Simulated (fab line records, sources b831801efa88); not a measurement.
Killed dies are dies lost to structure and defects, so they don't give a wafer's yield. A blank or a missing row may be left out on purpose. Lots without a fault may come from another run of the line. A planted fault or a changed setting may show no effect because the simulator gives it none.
A struck lot beside a sound one | flow sky130 | 16 steps out of a route of 708
Sound: wafers L110.1, L110.2, L110.6. Struck: wafers L125.1, L125.2, L125.4. The cause comes at the end.
At each step with rows: each side's tool, then ch and its chambers, then its first start. Under that, the readings that differ: sound wafers | struck wafers | difference of the means | sigmas: that difference in standard deviations of wafers without a fault.
alike: readings whose means differ by less than 2 such deviations, and words and numbers that are the same on both sides. not compared: withheld readings, readings that some wafer has no value for, bounds like >300 that may hide the same value, and numbers for which the record gives no deviation and whose values overlap.
The two part at a step that has a row with sigmas, a row that says differs or no value, or rows on one side only. Numbers that don't overlap but have no deviation are shown without sigmas and don't part them. A reading that every wafer of one side lacks parts them only if that side has two wafers or more.

SKY_METAL5_SPUTTER_03: material Ti, target thk 5 nm, time 3.3 s.
  sound on pvd_sputter-04, day 43 05:09; struck on pvd_sputter-03, day 47 08:50
  alike: throttle_valve_pct
SKY_METAL5_SPUTTER_04: material TiN, target thk 70 nm, time 58.3 s.
  sound on pvd_sputter-04, day 43 05:10; struck on pvd_sputter-03, day 47 08:50
  alike: throttle_valve_pct
SKY_METAL5_RS_MEAS_05: measures by four-point-probe.
  sound on film_metro-01, day 43 05:13; struck on film_metro-01, day 47 08:55
  alike: METAL5_ALCU_RS
SKY_METAL5_THK_MEAS_06: measures by xrf.
  sound on film_metro-01, day 43 05:20; struck on film_metro-01, day 47 09:02
  alike: METAL5_ALCU_THK
then, 7 steps without rows for these wafers: SKY_METAL5_DEHYDRATE_07 (time 60 s); SKY_METAL5_HMDS_08 (prime time 60 s); SKY_METAL5_COAT_09 (resist thk 1800 nm); SKY_METAL5_SOFTBAKE_10 (time 60 s); SKY_METAL5_EXPOSE_11 (exposes mask MM5, target cd 1600 nm); SKY_METAL5_PEB_12; SKY_METAL5_DEVELOP_13 (develop time 60 s).
SKY_METAL5_DESCUM_14: chemistry O2, time 11 s.
  sound on rie_metal-02 ch 0,1, day 44 02:58; struck on rie_metal-02 ch 0,1, day 48 03:01
  alike: chamber_pressure_mTorr, drypump_motor_current_A, he_backside_leak_sccm, oes_product_au
  not compared: rf_hours_counter_h
SKY_METAL5_METAL_ETCH_15: etches the open film in Cl2/BCl3, stops on SiO2, target depth 1260 nm, time 252 s.
  sound on rie_metal-02 ch 0,1, day 44 03:00; struck on rie_metal-02 ch 0,1, day 48 03:03
  reading                                     | sound             | struck            | difference | sigmas
  oes_product_au (a.u.)                       | 0.889 0.894 0.891 | 1.016 1.012 1.004 | +0.119     | +20
  run_length_s (s)                            | 279.8 280.7 280.0 | 249.2 248.7 249.5 | -31.0      | -41
  model.NOVOLAK_of_METAL5_COAT_09.thk_nm (nm) | 1020 1016 1022    | 1110 1111 1121    | +95        |
  model.SiO2_of_VIA4_HDPCVD_00.thk_nm (nm)    | 549.6 550.3 549.2 | 553.8 553.3 552.9 | +3.6       |
  alike: chamber_pressure_mTorr, drypump_motor_current_A, he_backside_leak_sccm, throttle_valve_pct
  not compared: rf_hours_counter_h, model.METAL5.cd_nm
SKY_METAL5_STRIP_16: strips in O2/N2.
  sound on plasma_asher-01 ch 0,1, day 44 03:14; struck on plasma_asher-03 ch 0,1, day 48 03:17
  reading                      | sound             | struck            | difference | sigmas
  strip_time_to_endpoint_s (s) | 12.90 12.84 12.92 | 13.92 13.94 14.05 | +1.08      | +10
  alike: chamber_pressure_mTorr, drypump_motor_current_A, oes_product_au
  not compared: rf_hours_counter_h
then, 1 step without rows for these wafers: SKY_METAL5_STRIP_17 (strips in post etch residue remover, time 1200 s).
SKY_PAD_OPEN_PROBE_99:
  sound on prober-02, day 46 02:31; struck on prober-01, day 49 19:05
  not compared: model.etest.met5.width_nm, model.etest.met5_comb.leak_log10_a_um

WHERE THEY PART
First at SKY_METAL5_METAL_ETCH_15; last, within this record, at SKY_METAL5_STRIP_16.

WHY: what the simulator had put in
Process parameter drift: rie_metal-02, from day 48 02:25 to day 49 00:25, at SKY_METAL5_METAL_ETCH_15. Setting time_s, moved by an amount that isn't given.
